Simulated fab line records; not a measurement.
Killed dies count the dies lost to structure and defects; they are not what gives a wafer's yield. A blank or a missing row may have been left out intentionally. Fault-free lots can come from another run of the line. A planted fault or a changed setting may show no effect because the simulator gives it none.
A struck lot beside a sound one + flow sfqLine + 21 out of 325 route steps
Sound: these wafers, L431.1, L431.4, L431.5. Wafers struck: L441.2, L441.3, L441.6. The cause is named last.
Each step with rows lists, per side, the tool, then ch with its chambers, then its first start. Under that, the readings that differ: sound wafers + struck wafers + difference of the means + sigmas: that difference in standard deviations of wafers without a fault.
alike: same words and numbers on both sides, and readings whose means sit less than 2 such deviations apart. not compared: any withheld reading, any reading some wafer has no value for, any bound like >300 that may hide the same value, and any number with overlapping values for which the record gives no deviation.
Wherever a step has rows on one side only, a row that says differs or no value, or a row with sigmas, the two part there. When numbers do not overlap yet have no deviation, they are printed without sigmas and do not part them. Lack of a reading on every wafer of one side parts them only where that side has two or more wafers.

first, 3 steps without rows for these wafers: SFQ_TRILAYER_M7_LITHO_EXPOSE_178 (exposes mask M7, target cd 500 nm); SFQ_TRILAYER_M7_LITHO_PEB_180 (peb time 60 s); SFQ_TRILAYER_M7_LITHO_DEVELOP_179 (time 60 s).
SFQ_M7_OVL_MEAS_945:
  sound on overlay-01, day 83 14:08; struck on overlay-02, day 86 22:08
  alike: M7_OVL
SFQ_TRILAYER_M7_BARC_OPEN_METAL_ETCH_229: etches BARC in O2, target depth 125 nm, time 41.7 s.
  sound on rieMetal-04 ch 0,1, day 83 14:10; struck on rieMetal-01 ch 0,1, day 86 22:10
  alike: drypumpMotorCurrentA, oesProductAu
  not compared: rfHoursCounterH
SFQ_TRILAYER_M7_ETCH_METAL_ETCH_180: etches Nb in Cl2/Ar, stops on SiO2, target depth 240 nm, time 120 s.
  sound on rieMetal-04 ch 0,1, day 83 14:13; struck on rieMetal-01 ch 0,1, day 86 22:13
  alike: drypumpMotorCurrentA, oesProductAu
  not compared: rfHoursCounterH
SFQ_TRILAYER_M7_STRIP_STRIP_181: strips in O2.
  sound on rieMetal-04 ch 0,1, day 83 14:21; struck on rieMetal-01 ch 0,1, day 86 22:20
  alike: drypumpMotorCurrentA, oesProductAu
  not compared: rfHoursCounterH
then, 2 steps without rows for these wafers: SFQ_TRILAYER_M7_STRIP_SOLV_CLEAN_182 (cleans in NMP, time 600 s); SFQ_TRILAYER_I7_DEP_PECVD_183 (deposits SiO2 from SiH4/N2O, time 111.11 s, target thk 500 nm).
SFQ_TRILAYER_I7_CMP_CMP_184: polishes SiO2.
  sound on cmp-01 ch 1,2,3, day 83 16:59; struck on cmp-02 ch 0,2, day 87 02:12
  alike: motorCurrentA, platenRpm, timeToEndpointS
SFQ_I7_BOW_MEAS_946:
  sound on filmMetro-04, day 83 19:29; struck on filmMetro-04, day 87 04:43
  alike: I7_BOW
following that, these wafers have no rows for 1 step: SFQ_TRILAYER_I7_METRO_MEASURE_185.
SFQ_TRILAYER_I7_VIA_LITHO_COAT_192: resist thk 62 nm.
  sound on lithoTrack-02 ch 0, day 83 20:48; struck on lithoTrack-02 ch 0, day 87 06:04
| reading                                                 | sound             | struck            | difference | sigmas |
|---------------------------------------------------------|-------------------|-------------------|------------|--------|
| model.BARC_of_TRILAYER_I7_VIA_LITHO_COAT_192.thkNm (nm) | 62.09 62.17 62.43 | 58.59 58.42 58.52 | -3.72      |        |
  alike: spinSpeedRpm
then, 5 steps without rows for these wafers: SFQ_TRILAYER_I7_VIA_LITHO_COAT_187 (resist thk 650 nm); SFQ_TRILAYER_I7_VIA_LITHO_SOFTBAKE_191; SFQ_TRILAYER_I7_VIA_LITHO_EXPOSE_188 (exposes mask I7, target cd 1000 nm); SFQ_TRILAYER_I7_VIA_LITHO_PEB_190 (peb time 60 s); SFQ_TRILAYER_I7_VIA_LITHO_DEVELOP_189 (time 60 s).
-- the record jumps here: 4 days lie between the struck wafers' starts before and after --
SFQ_I7_OVL_MEAS_947:
  sound on overlay-01, day 87 19:47; struck on overlay-01, day 90 19:08
  alike: I7_OVL
SFQ_TRILAYER_I7_VIA_BARC_OPEN_VIA_ETCH_260: etches BARC in O2, target depth 125 nm, time 41.7 s.
  sound on rieDiel-01 ch 0,1,2, day 87 19:49; struck on rieDiel-02 ch 1,3, day 90 19:10
| reading                 | sound             | struck            | difference | sigmas |
|-------------------------|-------------------|-------------------|------------|--------|
| oesProductAu (a.u.)     | 0.688 0.684 0.690 | 0.670 0.666 0.668 | -0.019     | -4     |
| model.etch.depthNm (nm) | 62.09 62.17 62.43 | 58.59 58.42 58.52 | -3.72      |        |
  alike: drypumpMotorCurrentA
  not compared: rfHoursCounterH
SFQ_TRILAYER_I7_VIA_ETCH_VIA_ETCH_190: etches SiO2 in CHF3, stops on Nb, target depth 260 nm.
  sound on rieDiel-01 ch 0,1,2, day 87 19:52; struck on rieDiel-02 ch 1,3, day 90 19:13
  alike: drypumpMotorCurrentA, oesProductAu

WHERE THEY PART
Within this record, at SFQ_TRILAYER_I7_VIA_BARC_OPEN_VIA_ETCH_260 only. Later steps at which nothing parts them and some readings are alike: SFQ_TRILAYER_I7_VIA_ETCH_VIA_ETCH_190.

WHY: whatever the simulator had introduced
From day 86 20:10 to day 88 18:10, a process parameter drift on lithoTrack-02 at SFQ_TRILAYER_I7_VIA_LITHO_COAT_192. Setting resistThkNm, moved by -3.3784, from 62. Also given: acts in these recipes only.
